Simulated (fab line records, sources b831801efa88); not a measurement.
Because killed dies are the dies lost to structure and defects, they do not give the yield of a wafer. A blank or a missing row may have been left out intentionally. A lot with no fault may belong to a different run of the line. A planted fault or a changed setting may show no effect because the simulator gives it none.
The tool behind it: which one?	flow gf180mcu	Sampling: 24 lots, 72 wafers, 5 of 602 route steps

== WHAT EACH GAUGE READ, for each wafer ==
GF_POLY_GATE_OVL_MEAS_11.
lot	measured	on	POLY_GATE_OVL (nm)
L074	day 9 04:41	overlay-01	-6 -5 -1
L075	day 9 11:30	overlay-01	1 -2 6
L076	day 10 02:08	overlay-02	-4 -7 -11
L077	day 10 05:08	overlay-01	-6 -10 -8
L078	day 10 11:02	overlay-01	-7 -9 -11
L079	day 10 20:20	overlay-01	2 -6 -1
L080	day 11 04:23	overlay-01	3 0 5
L081	day 11 08:32	overlay-02	-5 -3 0
L082	day 11 13:16	overlay-02	-12 -9 -11
L083	day 12 00:02	overlay-02	-1 2 1
L084	day 12 06:43	overlay-02	0 -6 -3
L085	day 12 09:53	overlay-02	-2 -2 -1
L086	day 12 20:08	overlay-02	-6 -4 0
L087	day 13 02:25	overlay-01	-6 -5 -3
L088	day 13 12:02	overlay-01	-1 5 4
L089	day 13 21:23	overlay-01	1 5 -3
L090	day 13 23:11	overlay-02	-3 -2 -3
L091	day 14 08:41	overlay-02	-13 -3 -9
L092	day 14 18:53	overlay-02	3 0 1
L093	day 15 04:16	overlay-01	8 9 10
L094	day 15 07:58	overlay-01	-14 -6 -10
L095	day 15 13:05	overlay-01	2 5 1
L096	day 16 03:17	overlay-01	-5 -12 -7
L097	day 16 13:02	overlay-01	-2 -2 -1

GF_PSD_TW_MEAS_11.
lot	measured	on	PSD_TW
L074	day 14 05:47	film-metro-02	3205 3190 3198
L075	day 14 15:02	film-metro-03	3171 3160 3150
L076	day 15 08:34	film-metro-04	3226 3199 3211
L077	day 15 10:52	film-metro-04	3219 3244 3244
L078	day 15 18:29	film-metro-02	3175 3161 3177
L079	day 16 03:58	film-metro-03	3160 3172 3171
L080	day 16 12:49	film-metro-04	3217 3217 3206
L081	day 16 20:43	film-metro-04	3212 3213 3213
L082	day 16 23:44	film-metro-03	3182 3160 3186
L083	day 17 14:58	film-metro-04	3221 3220 3207
L084	day 18 02:07	film-metro-02	3158 3146 3145
L085	day 18 01:50	film-metro-02	3141 3145 3147
L086	day 18 16:07	film-metro-02	3136 3132 3140
L087	day 18 23:14	film-metro-02	3144 3168 3151
L088	day 19 08:11	film-metro-03	3174 3190 3193
L089	day 19 18:26	film-metro-03	3177 3191 3186
L090	day 19 19:22	film-metro-02	3146 3157 3166
L091	day 20 10:59	film-metro-04	3239 3227 3223
L092	day 21 00:52	film-metro-02	3134 3141 3142
L093	day 21 12:01	film-metro-03	3204 3198 3183
L094	day 21 14:38	film-metro-02	3148 3158 3145
L095	day 21 18:32	film-metro-03	3189 3180 3188
L096	day 22 09:34	film-metro-04	3260 3239 3251
L097	day 22 19:23	film-metro-02	3165 3157 3160

GF_CONTACT_THK_MEAS_26: measures by xrf.
lot	measured	on	CONTACT_W_THK (nm)
L074	day 16 02:09	film-metro-02	305 305 307
L075	day 16 12:28	film-metro-01	309 306 309
L076	day 17 08:14	film-metro-04	296 294 290
L077	day 17 10:49	film-metro-01	307 297 306
L078	day 17 19:25	film-metro-01	307 307 303
L079	day 18 05:43	film-metro-04	295 293 296
L080	day 18 14:22	film-metro-01	306 303 302
L081	day 18 22:18	film-metro-04	296 296 291
L082	day 19 02:37	film-metro-01	308 302 313
L083	day 19 18:56	film-metro-02	301 299 301
L084	day 20 06:39	film-metro-02	304 297 298
L085	day 20 05:02	film-metro-02	300 306 301
L086	day 20 19:39	film-metro-01	298 300 300
L087	day 21 02:34	film-metro-02	298 295 297
L088	day 21 11:43	film-metro-01	306 307 307
L089	day 21 21:16	film-metro-02	297 296 297
L090	day 21 21:45	film-metro-02	299 300 301
L091	day 22 14:19	film-metro-01	300 306 300
L092	day 23 02:37	film-metro-04	289 288 296
L093	day 23 13:38	film-metro-04	292 294 294
L094	day 23 15:52	film-metro-01	304 302 302
L095	day 23 19:25	film-metro-01	309 311 308
L096	day 24 09:12	film-metro-01	311 309 305
L097	day 24 19:11	film-metro-02	304 303 306

GF_V3_BOW_MEAS_05.
lot	measured	on	V3_BOW (um)
L074	day 21 09:34	film-metro-01	131 128 138
L075	day 21 20:11	film-metro-02	111 112 109
L076	day 22 16:25	film-metro-02	129 132 127
L077	day 22 19:07	film-metro-03	114 118 124
L078	day 23 05:37	film-metro-02	113 108 114
L079	day 23 14:10	film-metro-02	131 133 116
L080	day 23 20:21	film-metro-02	119 116 118
L081	day 24 04:38	film-metro-02	115 118 115
L082	day 24 07:52	film-metro-03	114 120 116
L083	day 24 22:58	film-metro-02	116 105 115
L084	day 25 09:38	film-metro-01	131 119 126
L085	day 25 07:30	film-metro-01	122 109 120
L086	day 25 20:47	film-metro-02	121 117 119
L087	day 26 03:48	film-metro-03	119 127 112
L088	day 26 11:31	film-metro-01	126 126 110
L089	day 26 20:59	film-metro-03	119 127 119
L090	day 26 20:50	film-metro-01	121 103 123
L091	day 27 12:14	film-metro-03	120 113 116
L092	day 27 22:00	film-metro-03	121 118 117
L093	day 28 08:16	film-metro-02	108 105 116
L094	day 28 10:50	film-metro-02	113 113 112
L095	day 28 12:35	film-metro-01	114 127 122
L096	day 29 02:27	film-metro-02	118 117 113
L097	day 29 10:04	film-metro-02	113 125 103

== WHAT TOOL EACH LOT RAN ON (gives the tool, then ch and the chambers of the sampled wafers, and finally the start) ==
lot	GF_SAB_CVD_00
L074	pecvd-04 ch 0,2, day 14 06:13
L075	pecvd-04 ch 1,2, day 14 15:26
L076	pecvd-01 ch 0,1,2, day 15 08:59
L077	pecvd-04 ch 0,1,2, day 15 11:16
L078	pecvd-01 ch 1,2, day 15 18:55
L079	pecvd-04 ch 0,1, day 16 04:25
L080	pecvd-01 ch 1,2, day 16 13:19
L081	pecvd-04 ch 0,1, day 16 21:08
L082	pecvd-04 ch 0,1, day 17 00:10
L083	pecvd-04 ch 0,2, day 17 15:23
L084	pecvd-04 ch 0,1, day 18 02:38
L085	pecvd-02 ch 1,2, day 18 02:16
L086	pecvd-01 ch 0,1,2, day 18 16:33
L087	pecvd-01 ch 0,2, day 18 23:40
L088	pecvd-01 ch 0,1, day 19 08:37
L089	pecvd-04 ch 0,1,2, day 19 18:51
L090	pecvd-01 ch 0,1,2, day 19 19:47
L091	pecvd-04 ch 0,1, day 20 11:25
L092	pecvd-02 ch 0,1,2, day 21 01:16
L093	pecvd-01 ch 0,1,2, day 21 12:27
L094	pecvd-02 ch 0,1,2, day 21 15:04
L095	pecvd-01 ch 0,1,2, day 21 18:58
L096	pecvd-01 ch 0,2, day 22 09:59
L097	pecvd-01 ch 0,2, day 22 19:48
- GF_SAB_CVD_00: deposits SiO2 from TEOS, target thk 50 nm, time 4.9302 s.

== WHAT THE TOOLS THEMSELVES READ (means of the sampled wafers that have a number; where no wafer has one, the mark that the record gives instead) ==
GF_SAB_CVD_00.
lot	tool	heater-power-w (W)
L074	pecvd-04	564
L075	pecvd-04	596
L076	pecvd-01	577
L077	pecvd-04	595
L078	pecvd-01	675
L079	pecvd-04	535
L080	pecvd-01	562
L081	pecvd-04	553
L082	pecvd-04	472
L083	pecvd-04	569
L084	pecvd-04	500
L085	pecvd-02	525
L086	pecvd-01	666
L087	pecvd-01	583
L088	pecvd-01	666
L089	pecvd-04	556
L090	pecvd-01	620
L091	pecvd-04	489
L092	pecvd-02	556
L093	pecvd-01	650
L094	pecvd-02	560
L095	pecvd-01	666
L096	pecvd-01	670
L097	pecvd-01	648

== THE ANSWER, worked out from the rows above alone ==
Rule: usual is defined by the lots themselves. Put in order of their means at a reading, lots are off if they are a third of the lots or fewer, leave a main group of 4 or more, and stand apart from it by a gap of 3 or more times the standard deviation of the main group's means; of several such gaps the widest counts. The tables above print the reading to a certain number of digits; a main group whose means all agree to those digits is not used. Also off: a lot with no number at a reading for which 4 or more lots have one. Any other lot the step has rows for is counted as sound. First the gauges in route order, then the tools' own readings, where a lot's mean is used as printed above. The first step at which some lot is off is used, and at that step the reading that is off furthest; a lot without a number counts as furthest.
None of the lots is off at any reading shown; this tells nothing.

== WHAT THE SIMULATOR HAD PUT IN ==
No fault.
